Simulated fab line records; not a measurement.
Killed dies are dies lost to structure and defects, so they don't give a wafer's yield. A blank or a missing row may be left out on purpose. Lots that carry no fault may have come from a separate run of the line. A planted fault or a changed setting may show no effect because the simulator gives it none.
What tool caused it? || flow sky130 || 11 lots, 33 wafers sampled, at 2 steps of a route of 708

WHAT EACH GAUGE READ, for each wafer
SKY_VIA4_BOW_MEAS_03.
{"lot": "L881", "measured": "day 41 13:50", "on": "filmMetro-04", "VIA4_BOW (um)": "91 95 99"}
{"lot": "L883", "measured": "day 42 11:27", "on": "filmMetro-02", "VIA4_BOW (um)": "86 87 85"}
{"lot": "L884", "measured": "day 42 17:37", "on": "filmMetro-03", "VIA4_BOW (um)": "79 81 82"}
{"lot": "L885", "measured": "day 43 00:54", "on": "filmMetro-04", "VIA4_BOW (um)": "84 71 75"}
{"lot": "L886", "measured": "day 43 01:38", "on": "filmMetro-03", "VIA4_BOW (um)": "84 76 71"}
{"lot": "L888", "measured": "day 44 02:30", "on": "filmMetro-02", "VIA4_BOW (um)": "89 82 65"}
{"lot": "L890", "measured": "day 44 10:43", "on": "filmMetro-02", "VIA4_BOW (um)": "83 90 72"}
{"lot": "L891", "measured": "day 44 13:40", "on": "filmMetro-02", "VIA4_BOW (um)": "75 82 95"}
{"lot": "L894", "measured": "day 45 10:22", "on": "filmMetro-02", "VIA4_BOW (um)": "83 91 85"}
{"lot": "L895", "measured": "day 45 13:06", "on": "filmMetro-04", "VIA4_BOW (um)": "64 78 69"}
{"lot": "L904", "measured": "day 47 15:59", "on": "filmMetro-03", "VIA4_BOW (um)": "91 100 91"}

EACH LOT AND THE TOOL THAT RAN IT (in order: tool; ch and the chambers of the sampled wafers; start)
{"lot": "L881", "SKY_METAL1_SPUTTER_00": "pvdSputter-03, day 31 10:01"}
{"lot": "L883", "SKY_METAL1_SPUTTER_00": "pvdSputter-03, day 32 09:53"}
{"lot": "L884", "SKY_METAL1_SPUTTER_00": "pvdSputter-02, day 32 16:47"}
{"lot": "L885", "SKY_METAL1_SPUTTER_00": "pvdSputter-04, day 33 01:41"}
{"lot": "L886", "SKY_METAL1_SPUTTER_00": "pvdSputter-02, day 33 04:26"}
{"lot": "L888", "SKY_METAL1_SPUTTER_00": "pvdSputter-03, day 34 06:59"}
{"lot": "L890", "SKY_METAL1_SPUTTER_00": "pvdSputter-04, day 34 17:26"}
{"lot": "L891", "SKY_METAL1_SPUTTER_00": "pvdSputter-04, day 34 20:56"}
{"lot": "L894", "SKY_METAL1_SPUTTER_00": "pvdSputter-04, day 35 18:53"}
{"lot": "L895", "SKY_METAL1_SPUTTER_00": "pvdSputter-04, day 36 01:24"}
{"lot": "L904", "SKY_METAL1_SPUTTER_00": "pvdSputter-03, day 38 13:16"}
- SKY_METAL1_SPUTTER_00: material Ti, target thk 15 nm, time 10 s.

WHAT THE TOOLS THEMSELVES READ (means of the sampled wafers that have a number; where no wafer has one, the mark that the record gives instead)
SKY_METAL1_SPUTTER_00.
{"lot": "L881", "tool": "pvdSputter-03", "throttleValvePct (%)": 29.6}
{"lot": "L883", "tool": "pvdSputter-03", "throttleValvePct (%)": 29.5}
{"lot": "L884", "tool": "pvdSputter-02", "throttleValvePct (%)": 29.7}
{"lot": "L885", "tool": "pvdSputter-04", "throttleValvePct (%)": 29.4}
{"lot": "L886", "tool": "pvdSputter-02", "throttleValvePct (%)": 29.6}
{"lot": "L888", "tool": "pvdSputter-03", "throttleValvePct (%)": 29.1}
{"lot": "L890", "tool": "pvdSputter-04", "throttleValvePct (%)": 29.7}
{"lot": "L891", "tool": "pvdSputter-04", "throttleValvePct (%)": 29.4}
{"lot": "L894", "tool": "pvdSputter-04", "throttleValvePct (%)": 30.1}
{"lot": "L895", "tool": "pvdSputter-04", "throttleValvePct (%)": 29.1}
{"lot": "L904", "tool": "pvdSputter-03", "throttleValvePct (%)": 29.0}

THE ANSWER, worked out from the rows above alone
Rule: usual is defined by the lots themselves. Put in order of their means at a reading, lots are off if they are a third of the lots or fewer, leave a main group of 4 or more, and stand apart from it by a gap of 3 or more times the standard deviation of the main group's means; of several such gaps the widest counts. Not used: any main group whose means are identical at the precision the tables above print for the reading. Also off: a lot with no number at a reading for which 4 or more lots have one. Any other lot the step has rows for is counted as sound. After the gauges, taken in route order, come the tools' own readings; for these a lot's mean is taken, as printed above. At the first step where some lot is off, the reading lying furthest off is the one used; lots without a number count as furthest.
No lot is off on any of the readings shown, so nothing can be concluded from this.

WHAT THE SIMULATOR HAD PUT IN
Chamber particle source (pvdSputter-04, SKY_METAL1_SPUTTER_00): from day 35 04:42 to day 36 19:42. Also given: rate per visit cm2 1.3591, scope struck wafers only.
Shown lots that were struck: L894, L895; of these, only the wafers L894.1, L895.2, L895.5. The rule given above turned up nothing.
